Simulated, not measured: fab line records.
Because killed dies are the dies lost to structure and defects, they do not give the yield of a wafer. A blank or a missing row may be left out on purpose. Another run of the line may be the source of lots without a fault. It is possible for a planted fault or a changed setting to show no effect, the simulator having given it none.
fab line records	flow sky130
[record] lots = 11	wafers = 32	lastDay = 50
route steps=708 shown POLY_CUT@319 SD_N@344 SD_P@359 LOCAL_INTERCONNECT@402
lots untouched by any fault: they come from a run of this same line in which no faults occurred
startH: the number of hours between the record's first day and the start of the first shown wafer of the lot	waitH: time in hours since the lot's previous step	" the same as in the row above	L1.1+2: a row that stands for several wafers	- either no value or no given start	* or withheld: withheld	< > ~ a bound
route shown NAME@n: NAME is a module with steps in the file, n the number in the route of the first one	usual: mean and standard deviation over wafers with no fault	same: alike in all rows	chamber/n: place in a boat	sites: the reading at each site	_std_site: standard deviation of those values	_edge_site: the outer-site mean with the inner-site mean subtracted	radiusMm: for every site, how far away it sits from the centre of the wafer	mask NAME#n: copy n	behind: the last tool/chamber to shape the wafer	hold: the reason the lot was held/the length of the hold in hours/how it ended	device: the n, p or np transistor that did not switch	end of line: the route-end tests of the same wafers	where a step has no rows: the recipe by itself	killed: not the wafer's yield, but the dies lost to structure and defects at the first sort	map: shows each die of a wafer: x if killed, . if not, _ if none is there
set.NAME: the setting that was run; set.NAME@STEP: the one run at that earlier step	model.NAME: the simulator's own value behind a step, which no gauge read
a sample of lots followed through the steps of the route, with each step as a table and each wafer as a row
services: the hour from which a tool's chamber was out of use, counted from the record's first day as startH (under 0 if before that day), plus the number of hours and why
[[steps]]
[step SKY_POLY_CUT_STRIP_12]
[recipe] chemistry = O2/N2	powerW = 1400	pressureMtorr = 1500	platenTempC = withheld	o2FlowSccm = 3000	n2FlowSccm = 300	overashFraction = 0.5
[usual] chamberPressureMTorr = 1499.9/1.4	drypumpMotorCurrentA = 5.5/0.55	oesProductAu = 0.452/0.0045	stripTimeToEndpointS = 5.357/0.016
lot.wafer	tool	chamber	startH	waitH	chamberPressureMTorr	drypumpMotorCurrentA	oesProductAu	rfHoursCounterH	stripTimeToEndpointS
L902.2	plasmaAsher-02	1	550.49	0.0	1499.6	4.8	0.448	73	5.375
L902.4	"	1	"	"	1500.9	4.8	0.445	-	5.367
L902.5	"	0	"	"	1500.2	6.0	0.455	-	5.339
L905.1	plasmaAsher-01	0	581.19	0.0	1499.5	5.2	0.456	15	5.353
L905.2	"	1	"	"	1499.7	6.1	0.455	15	5.357
L905.4	"	0	"	"	1501.8	5.2	0.456	-	5.367
L906.2	plasmaAsher-01	0	590.99	0.0	1501.3	5.2	0.455	16	5.361
L906.3	"	0	"	"	1499.5	5.2	0.450	-	5.378
L906.4	"	1	"	"	1498.8	6.1	0.452	-	5.349
L907.1	plasmaAsher-02	1	604.80	0.0	1502.6	4.8	0.451	79	5.385
L907.4	"	0	"	"	1499.8	6.0	0.450	-	5.359
L907.5	"	1	"	"	1500.9	4.7	0.455	-	5.345
L908.2	plasmaAsher-02	0	616.06	0.0	1498.9	6.1	0.449	80	5.341
L908.3	"	1	"	"	1500.1	4.8	0.456	-	5.340
L908.4	"	0	"	"	1499.0	6.0	0.453	-	5.325
L912.1	plasmaAsher-02	0	647.59	0.0	1498.1	6.0	0.448	84	5.376
L912.2	"	1	"	"	1499.0	4.8	0.455	84	5.356
L912.6	"	0	"	"	1499.7	6.0	0.450	-	5.373
L913.2	plasmaAsher-01	1	657.29	0.0	1500.9	6.1	0.459	24	5.343
L913.4	"	1	"	"	1501.5	6.1	0.448	-	5.350
L913.5	"	0	"	"	1500.9	5.2	0.455	-	5.353
L915.2	plasmaAsher-01	1	667.64	0.0	1498.4	6.0	0.454	25	5.374
L915.3	"	0	"	"	1499.3	5.2	0.460	-	5.378
L915.5	"	0	"	"	1500.1	5.2	0.454	-	5.368
L916.1	plasmaAsher-01	0	681.42	0.0	1500.6	5.2	0.450	26	5.382
L916.4	"	1	"	"	1498.9	6.0	0.454	-	5.360
L916.5	"	0	"	"	1501.3	5.2	0.456	-	5.375
L921.2	plasmaAsher-02	0	717.62	0.0	1500.0	6.0	0.444	91	5.369
L921.5	"	1	"	"	1501.5	4.7	0.452	-	5.354
L924.3	plasmaAsher-01	1	743.01	0.1	1501.4	6.1	0.453	-	5.356
L924.5	"	0	"	"	1498.6	5.2	0.454	-	5.336
L924.6	"	1	"	"	1501.0	6.0	0.452	-	5.350
[step SKY_SD_N_COAT_02]
[recipe] resist = NOVOLAK	spinRpm = 3000	resistThkNm = 1140
[usual] resistLineTempC = 22.99/0.11
lot.wafer	tool	chamber	startH	waitH	resistLineTempC
L902.2	lithoTrack-01	0	624.46	0.1	22.84
L902.4	"	0	"	"	22.84
L902.5	"	0	"	"	22.88
L905.1	lithoTrack-04	0	653.81	0.1	22.89
L905.2	"	0	"	"	22.93
L905.4	"	0	"	"	22.83
L906.2	lithoTrack-03	0	663.43	0.1	22.92
L906.3	"	0	"	"	23.15
L906.4	"	0	"	"	23.11
L907.1	lithoTrack-04	0	676.86	0.1	22.87
L907.4	"	0	"	"	22.89
L907.5	"	0	"	"	22.87
L908.2	lithoTrack-03	0	687.48	0.1	23.03
L908.3	"	0	"	"	23.16
L908.4	"	0	"	"	23.08
L912.1	lithoTrack-01	0	717.69	0.1	22.87
L912.2	"	0	"	"	22.87
L912.6	"	0	"	"	22.89
L913.2	lithoTrack-03	0	727.48	0.1	22.93
L913.4	"	0	"	"	22.97
L913.5	"	0	"	"	23.02
L915.2	lithoTrack-01	0	737.61	0.1	23.21
L915.3	"	0	"	"	23.00
L915.5	"	0	"	"	23.05
L916.1	lithoTrack-03	0	751.00	0.1	22.98
L916.4	"	0	"	"	23.01
L916.5	"	0	"	"	23.04
L921.2	lithoTrack-03	0	785.83	0.1	23.02
L921.5	"	0	"	"	23.14
L924.3	lithoTrack-03	0	809.75	0.1	23.13
L924.5	"	0	"	"	23.23
L924.6	"	0	"	"	23.06
[step SKY_SD_N_STRIP_11]
[recipe] chemistry = O2/N2	powerW = 1400	pressureMtorr = 1500	platenTempC = withheld	o2FlowSccm = 3000	n2FlowSccm = 300	overashFraction = 0.5
[usual] chamberPressureMTorr = 1499.9/1.5	drypumpMotorCurrentA = 5.5/0.42	oesProductAu = 0.527/0.0043	stripTimeToEndpointS = 22.57/0.041
lot.wafer	tool	chamber	startH	waitH	chamberPressureMTorr	drypumpMotorCurrentA	oesProductAu	rfHoursCounterH	stripTimeToEndpointS
L902.2	plasmaAsher-01	1	639.57	0.1	1499.1	6.0	0.526	22	22.51
L902.4	"	0	"	"	1499.9	5.2	0.529	-	22.54
L902.5	"	0	"	"	1503.1	5.2	0.528	-	22.51
L905.1	plasmaAsher-04	1	668.74	0.1	1499.3	5.0	0.530	94	22.52
L905.2	"	0	"	"	1499.1	5.6	0.520	94	22.53
L905.4	"	1	"	"	1498.5	5.0	0.531	-	22.49
L906.2	plasmaAsher-03	0	677.99	0.1	1499.5	6.1	0.524	54	22.58
L906.3	"	1	"	"	1500.2	5.4	0.527	-	22.58
L906.4	"	0	"	"	1503.7	6.1	0.531	-	22.60
L907.1	plasmaAsher-01	1	691.41	0.1	1498.3	6.1	0.517	27	22.56
L907.4	"	0	"	"	1499.6	5.2	0.527	-	22.57
L907.5	"	1	"	"	1500.3	6.1	0.523	-	22.60
L908.2	plasmaAsher-04	1	702.59	0.1	1497.5	5.0	0.528	97	22.57
L908.3	"	0	"	"	1500.9	5.6	0.528	-	22.53
L908.4	"	1	"	"	1501.5	5.0	0.525	-	22.55
L912.1	plasmaAsher-04	0	732.67	0.1	1498.5	5.6	0.521	100	22.60
L912.2	"	1	"	"	1501.4	5.0	0.530	100	22.61
L912.6	"	0	"	"	1499.0	5.6	0.529	-	22.59
L913.2	plasmaAsher-03	1	741.21	0.1	1498.2	5.3	0.526	60	22.49
L913.4	"	0	"	"	1501.4	6.1	0.530	-	22.51
L913.5	"	1	"	"	1497.5	5.3	0.524	-	22.47
L915.2	plasmaAsher-03	0	751.22	0.1	1501.0	6.1	0.529	61	22.59
L915.3	"	1	"	"	1499.7	5.4	0.526	-	22.58
L915.5	"	0	"	"	1496.8	6.1	0.516	-	22.61
L916.1	plasmaAsher-04	1	764.86	0.1	1501.2	4.9	0.524	2	22.55
L916.4	"	0	"	"	1500.8	5.6	0.531	-	22.60
L916.5	"	0	"	"	1501.9	5.6	0.521	-	22.54
L921.2	plasmaAsher-03	1	798.74	0.1	1499.9	5.4	0.534	66	22.09
L921.5	"	0	"	"	1498.3	6.1	0.527	-	22.59
L924.3	plasmaAsher-01	0	823.78	0.1	1501.0	5.2	0.530	-	22.59
L924.5	"	0	"	"	1500.4	5.2	0.528	-	22.62
L924.6	"	1	"	"	1499.1	6.1	0.511	-	22.18
[step SKY_SD_N_RS_MEAS_17]
[recipe] thkMeasGauge = four-point-probe
[usual] SD_P_RS = 147.3/0.3
lot.wafer	tool	chamber	startH	waitH	SD_P_RS[ohm/sq]
L902.2	filmMetro-04	-	640.09	0.1	147.2
L902.4	"	-	"	"	147.2
L902.5	"	-	"	"	147.1
L905.1	filmMetro-03	-	669.24	0.1	147.3
L905.2	"	-	"	"	147.3
L905.4	"	-	"	"	147.3
L906.2	filmMetro-02	-	678.51	0.1	147.4
L906.3	"	-	"	"	147.2
L906.4	"	-	"	"	147.0
L907.1	filmMetro-03	-	691.91	0.1	147.3
L907.4	"	-	"	"	147.7
L907.5	"	-	"	"	147.7
L908.2	filmMetro-04	-	703.11	0.1	147.1
L908.3	"	-	"	"	146.8
L908.4	"	-	"	"	147.3
L912.1	filmMetro-04	-	733.17	0.1	147.0
L912.2	"	-	"	"	147.4
L912.6	"	-	"	"	146.9
L913.2	filmMetro-03	-	741.73	0.1	147.4
L913.4	"	-	"	"	147.8
L913.5	"	-	"	"	147.8
L915.2	filmMetro-02	-	751.74	0.1	147.3
L915.3	"	-	"	"	147.4
L915.5	"	-	"	"	147.2
L916.1	filmMetro-02	-	765.38	0.1	147.3
L916.4	"	-	"	"	147.2
L916.5	"	-	"	"	146.7
L921.2	filmMetro-04	-	799.27	0.1	147.6
L921.5	"	-	"	"	147.5
L924.3	filmMetro-04	-	824.29	0.1	147.5
L924.5	"	-	"	"	147.3
L924.6	"	-	"	"	147.5
[step SKY_LOCAL_INTERCONNECT_STRIP_15]
[recipe] chemistry = O2/N2	powerW = 1400	pressureMtorr = 1500	platenTempC = withheld	o2FlowSccm = 3000	n2FlowSccm = 300	overashFraction = 0.5
[usual] chamberPressureMTorr = 1499.9/1.4	drypumpMotorCurrentA = 5.4/0.51	oesProductAu = 0.427/0.0047	stripTimeToEndpointS = 4.722/0.02
lot.wafer	tool	chamber	startH	waitH	chamberPressureMTorr	drypumpMotorCurrentA	oesProductAu	rfHoursCounterH	stripTimeToEndpointS
L902.2	plasmaAsher-01	0	700.03	0.0	1497.1	5.2	0.429	28	4.741
L902.4	"	0	"	"	1500.0	5.2	0.432	-	4.709
L902.5	"	1	"	"	1498.3	6.1	0.422	-	4.735
L905.1	plasmaAsher-01	1	728.28	0.0	1500.1	6.1	0.432	31	4.699
L905.2	"	0	"	"	1498.3	5.2	0.425	31	4.724
L905.4	"	1	"	"	1499.2	6.0	0.426	-	4.702
L906.2	plasmaAsher-02	1	737.32	0.0	1500.0	4.8	0.435	93	4.702
L906.3	"	0	"	"	1498.1	6.0	0.420	-	4.690
L906.4	"	1	"	"	1501.3	4.8	0.425	-	4.693
L907.1	plasmaAsher-02	1	749.28	0.0	1496.4	4.8	0.427	94	4.689
L907.4	"	0	"	"	1499.8	6.0	0.431	-	4.693
L907.5	"	1	"	"	1496.3	4.7	0.426	-	4.694
L908.2	plasmaAsher-04	1	759.99	0.1	1500.5	5.0	0.431	1	4.698
L908.3	"	0	"	"	1501.1	5.6	0.424	-	4.706
L908.4	"	1	"	"	1497.6	5.0	0.432	-	4.710
L912.1	plasmaAsher-02	1	788.15	0.1	1498.9	4.8	0.421	98	4.718
L912.2	"	0	"	"	1497.8	6.1	0.424	98	4.720
L912.6	"	1	"	"	1502.0	4.8	0.428	-	4.732
L913.2	plasmaAsher-04	0	796.84	0.1	1500.4	5.6	0.420	6	4.722
L913.4	"	1	"	"	1498.7	5.0	0.432	-	4.723
L913.5	"	0	"	"	1500.2	5.6	0.433	-	4.734
L915.2	plasmaAsher-04	0	806.85	0.1	1500.0	5.6	0.434	7	4.709
L915.3	"	1	"	"	1499.7	5.0	0.424	-	4.701
L915.5	"	0	"	"	1498.4	5.6	0.422	-	4.724
L916.1	plasmaAsher-04	1	821.28	0.0	1500.1	5.0	0.431	8	4.713
L916.4	"	1	"	"	1497.5	5.0	0.434	-	4.724
L916.5	"	0	"	"	1501.5	5.6	0.434	-	4.731
L921.2	plasmaAsher-02	1	854.53	0.0	1498.7	4.7	0.428	105	4.729
L921.5	"	1	"	"	1500.5	4.8	0.425	-	4.712
L924.3	plasmaAsher-02	0	880.31	0.1	1498.2	6.1	0.428	-	4.747
L924.5	"	1	"	"	1500.1	4.8	0.422	-	4.744
L924.6	"	0	"	"	1501.5	6.0	0.421	-	4.743
[[services]]
tool	chamber	startH	hours	kind
plasmaAsher-03	-	533.04	2.8	pm
plasmaAsher-04	-	568.68	2.8	pm
lithoTrack-04	-	573.09	-	consumableReplace:filter
lithoTrack-04	-	590.76	-	consumableReplace:filter
plasmaAsher-03	-	602.21	28.1	pm
plasmaAsher-04	-	642.87	14.6	pm
plasmaAsher-04	-	733.75	9.0	pm
plasmaAsher-04	0	733.75	9.0	ventCycle
plasmaAsher-04	1	733.75	9.0	ventCycle
plasmaAsher-04	0	742.75	-	clean
plasmaAsher-04	1	742.75	-	clean
plasmaAsher-01	-	782.57	7.4	repair
plasmaAsher-03	-	819.67	14.9	repair
plasmaAsher-04	-	834.06	1.3	repair
lithoTrack-01	-	834.17	-	consumableReplace:filter
plasmaAsher-01	-	846.64	14.6	pm
[[key]]
[firstSign] step = SKY_SD_N_STRIP_11	reading = stripTimeToEndpointS	direction = down	sigmas = 11	usual = *	struck = *
effect none on later readings
metAt SKY_SD_N_COAT_02
struckLots L921,L924
struckWafers L921.2,L924.6
testerLeftOut L921,L924
notActingAt SKY_POLY_CUT_STRIP_12,SKY_SD_N_RS_MEAS_17,SKY_LOCAL_INTERCONNECT_STRIP_15
onsetBetween 751.00 785.83
[fault] kind = processParameterDrift	tool = lithoTrack-03	chamber = -	onsetH = 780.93	steps = SKY_SD_N_COAT_02	channel = resistThkNm	offset = -40.144	shape = step	endH = 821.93	scope = struckWafersOnly	actsIn = theseRecipesOnly	stated = 1140
// testerLeftOut: of these lots the tester's yield and bins aren't shown, on N5 and GAA mostly nor the transistor test; their killed dies are dies lost to structure and defects alone, not to doping, threshold or leakage, so they don't give the yield
